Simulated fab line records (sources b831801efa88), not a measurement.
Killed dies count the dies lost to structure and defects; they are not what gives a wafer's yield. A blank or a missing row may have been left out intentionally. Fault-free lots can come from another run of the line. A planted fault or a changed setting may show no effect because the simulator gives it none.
Which tool did it? ; flow sky130 ; 12 lots with 36 wafers sampled at 2 steps, on a route of 708 steps

## WHAT EACH GAUGE READ, for each wafer
SKY_NWELL_RS_MEAS_29: a four-point-probe measurement.
lot;measured;on;NWELL_RS (ohm/sq)
L730;day 6 00:45;film-metro-04;626.9 627.5 627.3
L732;day 6 06:40;film-metro-04;623.5 625.4 624.8
L733;day 6 16:56;film-metro-03;625.7 626.6 626.6
L735;day 7 01:03;film-metro-03;625.7 624.0 623.3
L736;day 7 07:46;film-metro-03;623.4 622.7 623.2
L737;day 7 11:26;film-metro-03;625.6 626.1 626.7
L738;day 7 21:14;film-metro-04;623.7 627.0 624.7
L739;day 8 04:03;film-metro-01;627.6 626.9 627.2
L740;day 8 12:26;film-metro-03;625.5 621.8 622.3
L741;day 8 20:09;film-metro-04;624.0 624.3 626.8
L747;day 10 03:25;film-metro-03;623.2 623.5 622.2
L748;day 10 11:17;film-metro-01;628.5 627.5 628.8

## WHAT TOOL EACH LOT RAN ON (gives the tool, then ch and the chambers of the sampled wafers, and finally the start)
lot;SKY_DNWELL_DEHYDRATE_00
L730;litho-track-01 ch 0, day 3 08:07
L732;litho-track-04 ch 0, day 3 12:41
L733;litho-track-03 ch 0, day 3 23:11
L735;litho-track-04 ch 0, day 4 06:17
L736;litho-track-03 ch 0, day 4 12:11
L737;litho-track-03 ch 0, day 4 15:29
L738;litho-track-01 ch 0, day 4 23:40
L739;litho-track-01 ch 0, day 5 05:26
L740;litho-track-04 ch 0, day 5 12:31
L741;litho-track-04 ch 0, day 5 18:16
L747;litho-track-01 ch 0, day 6 22:28
L748;litho-track-04 ch 0, day 7 04:59
- SKY_DNWELL_DEHYDRATE_00: time 60 s.

## AS READ BY THE TOOLS THEMSELVES (means over the sampled wafers that have a number; for cases with no such wafer, the mark the record gives instead)
SKY_DNWELL_DEHYDRATE_00.
lot;tool;chill-plate-temp-C (C);heater-power-total-W (W);run-length-s (s)
L730;litho-track-01;23.17;160.39;89.05
L732;litho-track-04;23.08;160.51;89.51
L733;litho-track-03;22.86;160.35;89.38
L735;litho-track-04;22.87;160.40;89.61
L736;litho-track-03;23.05;160.31;89.36
L737;litho-track-03;23.12;160.45;89.44
L738;litho-track-01;22.99;160.52;89.00
L739;litho-track-01;22.94;160.38;89.19
L740;litho-track-04;23.08;160.41;89.43
L741;litho-track-04;23.11;160.41;89.38
L747;litho-track-01;22.93;160.45;89.11
L748;litho-track-04;23.09;166.68;83.15

## THE ANSWER, worked out from the rows above alone
Rule: the lots themselves supply what counts as usual. Put in order of their means at a reading, lots are off if they are a third of the lots or fewer, leave a main group of 4 or more, and stand apart from it by a gap of 3 or more times the standard deviation of the main group's means; of several such gaps the widest counts. A main group whose means are all the same, to the digits that the tables above print for the reading, isn't used. A lot without any number at a reading at which 4 lots or more have one is off too. The other lots that the step has rows for count as sound. First the gauges in route order, then the tools' own readings, where a lot's mean is used as printed above. At the first step where some lot is off, the reading lying furthest off is the one used; lots without a number count as furthest.
Off: L748, at SKY_DNWELL_DEHYDRATE_00 (heater-power-total-W). The main group has a mean of 160.42 W with a standard deviation of 0.06.
A tool fits if, at that step or a process step before it, it ran every lot that is off, and no sound lot after the first of them. One fits: SKY_DNWELL_DEHYDRATE_00 on litho-track-04. A fault onset in the window from L741 (day 5 18:16, its last sound lot) to L748 (day 7 04:59, its first lot off) fits.
The tool's own readings at SKY_DNWELL_DEHYDRATE_00 bear it out: on the lots that are off they differ by more than 5 times the standard deviation of the sound lots' means. heater-power-total-W reads 166.68 W there against 160.42 W on the sound lots; run-length-s reads 83.15 s there against 89.31 s on the sound lots.

## WHAT THE SIMULATOR PUT IN
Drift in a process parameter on litho-track-04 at SKY_DNWELL_DEHYDRATE_00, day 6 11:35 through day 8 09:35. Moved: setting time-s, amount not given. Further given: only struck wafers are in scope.
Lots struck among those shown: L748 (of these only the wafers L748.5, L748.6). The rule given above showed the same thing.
